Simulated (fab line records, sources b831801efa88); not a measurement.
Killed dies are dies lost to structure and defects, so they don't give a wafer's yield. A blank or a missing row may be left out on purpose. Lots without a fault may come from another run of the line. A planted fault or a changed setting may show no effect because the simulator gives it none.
A struck lot beside a sound one | flow sky130 | 21 steps out of a route of 708
Sound: wafers L236.1, L236.2, L236.6. Struck: wafer L239.6. (L239.4, L239.5 of the same lot were not struck and are left out.) The cause comes at the end.
At each step with rows: each side's tool, then ch and its chambers, then its first start. Under that, the readings that differ: sound wafers | struck wafers | difference of the means | sigmas: that difference in standard deviations of wafers without a fault.
alike: readings whose means differ by less than 2 such deviations, and words and numbers that are the same on both sides. not compared: withheld readings, readings that some wafer has no value for, bounds like >300 that may hide the same value, and numbers for which the record gives no deviation and whose values overlap.
The two part at a step that has a row with sigmas, a row that says differs or no value, or rows on one side only. Numbers that don't overlap but have no deviation are shown without sigmas and don't part them. A reading that every wafer of one side lacks parts them only if that side has two wafers or more.

first, 11 steps without rows for these wafers: SKY_CAP2M_DEVELOP_11 (develop time 60 s); SKY_CAP2M_METAL_ETCH_13 (etches TiN in Cl2/BCl3, stops on SiO2, target depth 220 nm, time 62.9 s); SKY_CAP2M_STRIP_14 (strips in O2/N2); SKY_CAP2M_STRIP_15 (strips in post etch residue remover, time 1200 s); SKY_CAP2M_CLEAN_16 (cleans in IPA, time 180 s); SKY_CAP2M_CLEAN_17 (cleans in O3/DIW); SKY_METAL4_DEHYDRATE_05 (time 60 s); SKY_METAL4_HMDS_06 (prime time 60 s); SKY_METAL4_COAT_07 (resist thk 60 nm); SKY_METAL4_COAT_08 (resist thk 1140 nm); SKY_METAL4_SOFTBAKE_09 (time 90 s).
SKY_METAL4_EXPOSE_10: exposes mask MM4, target cd 300 nm.
  sound on krf_scanner-01 ch 0, day 43 07:57; struck on krf_scanner-01 ch 0, day 44 02:18
  alike: mask
then, 2 steps without rows for these wafers: SKY_METAL4_PEB_11; SKY_METAL4_DEVELOP_12 (develop time 60 s).
SKY_METAL4_CD_MEAS_13: target cd 300 nm.
  sound on cd_sem-02, day 43 19:45; struck on cd_sem-02, day 44 13:01
  reading    | sound             | struck | difference | sigmas
  cd_nm (nm) | 300.1 298.6 299.1 | 217.0  | -82.3      | -63
SKY_METAL4_DESCUM_15: chemistry O2, time 8 s.
  sound on rie_metal-01 ch 0,1, day 43 19:55; struck on rie_metal-01 ch 0, day 44 13:07
  reading                 | sound             | struck | difference | sigmas
  model.METAL4.cd_nm (nm) | 299.4 298.5 298.7 | 216.8  | -82.1      |
  alike: drypump_motor_current_A, oes_product_au, rf_fwd_power_W
  not compared: rf_hours_counter_h
then, 2 steps without rows for these wafers: SKY_METAL4_ETCH_16 (etches BARC in N2/H2, stops on SiO2, time 88.2 s, target depth 60 nm); SKY_METAL4_ETCH_17 (etches SiO2 in C4F8/O2/Ar, stops on TiN, time 3.9 s, target depth 15 nm).
SKY_METAL4_METAL_ETCH_18: etches the open film in Cl2/BCl3, stops on SiO2, target depth 845 nm, time 183.1 s.
  sound on rie_metal-02 ch 0,1, day 43 20:03; struck on rie_metal-03 ch 1, day 44 13:26
  reading                 | sound             | struck | difference | sigmas
  model.METAL4.cd_nm (nm) | 300.5 300.9 295.9 | 220.2  | -78.9      |
  alike: drypump_motor_current_A, oes_product_au, rf_fwd_power_W, throttle_valve_pct
  not compared: rf_hours_counter_h
then, 1 step without rows for these wafers: SKY_METAL4_STRIP_19 (strips in O2/N2).
-- the record jumps here: 4 days lie between the struck wafers' starts before and after (it left off in module METAL4 and takes up again in module PAD_OPEN, whose first step shown is number 708 of the route) --
SKY_PAD_OPEN_PROBE_99:
  sound on prober-01, day 47 12:52; struck on prober-01, day 48 04:48
  reading                  | sound          | struck | difference | sigmas
  defect_limited_yield (%) | 81.3 79.5 80.3 | 0      | -80        | -42
  killed_at_M4_up          | 1 3 1          | 409    | +407       | +99 or more
  killed_at_front_end      | 22 16 29       | 10     | -12        | -3
  killed_dies              | 92 101 97      | 492    | +395       | +42
  killed_on_rim            | 19 19 25       | 96     | +75        | +17
  sort_bin_5_function (%)  | 11.4 12.0 13.2 | 92.7   | +80.5      | +54
  sort_n_pass              | 400 391 395    | 0      | -395       | -42
  sort_yield_pct (%)       | 81.3 79.5 80.3 | 0      | -80        | -42
  alike: killed_at_M0_to_M3, killed_at_contacts, killed_at_other, killed_open, killed_short, sort_bin_3_pad_short, sort_bin_6_memory

WHERE THEY PART
First at SKY_METAL4_CD_MEAS_13; last, within this record, at SKY_PAD_OPEN_PROBE_99.

WHY: what the simulator had put in
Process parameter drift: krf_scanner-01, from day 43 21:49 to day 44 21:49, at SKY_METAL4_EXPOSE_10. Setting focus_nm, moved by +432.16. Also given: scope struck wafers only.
